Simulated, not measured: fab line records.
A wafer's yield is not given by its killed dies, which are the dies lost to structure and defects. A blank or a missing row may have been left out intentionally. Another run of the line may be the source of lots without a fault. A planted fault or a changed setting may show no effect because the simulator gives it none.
2 desks, one fault :: flow gf180mcu :: each desk has only its own numbers; what lay behind them comes last

== DESK OF THE TOOL OWNER: litho track-03 ==
The tool's own readings at GF_PSD_COAT_02 (resist thk 1000 nm): means of the sampled wafers that have a number, for each lot that ran on this tool. If a lot's mean is further than 4 standard deviations from the usual mean, the lot is out of limits and carries the mark OUT (the distance appears in the brackets).
Columns: A = spin speed rpm at GF_PSD_COAT_02, usual 2999.7 rpm
lot: L218
first seen here: day 17 00:16
A: 2999.5

lot: L220
first seen here: day 17 13:09
A: 3144.4 (+72) OUT

lot: L221
first seen here: day 18 04:54
A: 3143.9 (+72) OUT

lot: L231
first seen here: day 21 13:43
A: 2997.5
This desk's verdict: out of limits on L220, L221, starting with L220 at day 17 13:09 (spin speed rpm at GF_PSD_COAT_02). Within limits: L218, L231.

== FROM THE METROLOGY DESK ==
What the gauges read, lot by lot, whatever tool the lot ran on: means of the sampled wafers that have a number. If a lot's mean is further than 4 standard deviations from the usual mean, the lot is out of limits and carries the mark OUT (the distance appears in the brackets).
Columns: A = HV_LDD_01_OVL at GF_HV_LDD_OVL_MEAS_20, usual -0.2 nm; B = HV_LDD_02_OVL at GF_HV_LDD_OVL_MEAS_32, usual 0.3 nm
lot: L209
first seen here: day 10 22:17
A: -0.4
B: 1.1

lot: L213
first seen here: day 12 02:15
A: -0.0
B: 0.5

lot: L214
first seen here: day 12 08:17
A: 0.7
B: 0.7

lot: L216
first seen here: day 13 00:07
A: 0.2
B: -0.7

lot: L218
first seen here: day 13 16:43
A: -0.7
B: 0.9

lot: L220
first seen here: day 14 03:21
A: 2.2
B: -0.6

lot: L221
first seen here: day 14 19:03
A: -0.3
B: 1.3

lot: L223
first seen here: day 15 04:59
A: -1.7
B: -0.2

lot: L225
first seen here: day 15 20:02
A: -1.2
B: -1.1

lot: L228
first seen here: day 16 22:41
A: -0.3
B: -0.9

lot: L229
first seen here: day 17 01:49
A: 0.2
B: -2.0

lot: L231
first seen here: day 17 21:36
A: 0.9
B: 1.7

lot: L232
first seen here: day 18 06:11
A: -0.6
B: 1.0
Finding of this desk: none of the 13 lots has anything out of limits.

== BROUGHT TOGETHER ==
The tool owner's desk had the chance to raise an alarm at day 17 13:09 on L220, L221.
Metrology desk: nothing out of limits seen.
The metrology desk holds a record of L220, L221, inside its limits.
Every lot named ran GF_PSD_COAT_02 on litho track-03.

== WHAT WAS PUT IN BY THE SIMULATOR ==
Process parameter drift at GF_PSD_COAT_02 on litho track-03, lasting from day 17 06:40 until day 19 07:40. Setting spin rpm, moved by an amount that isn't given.
Struck lots among those shown: L220, L221.
Time in hours from fault onset to the first out-of-limits reading at each desk: the tool owner's desk, 6.
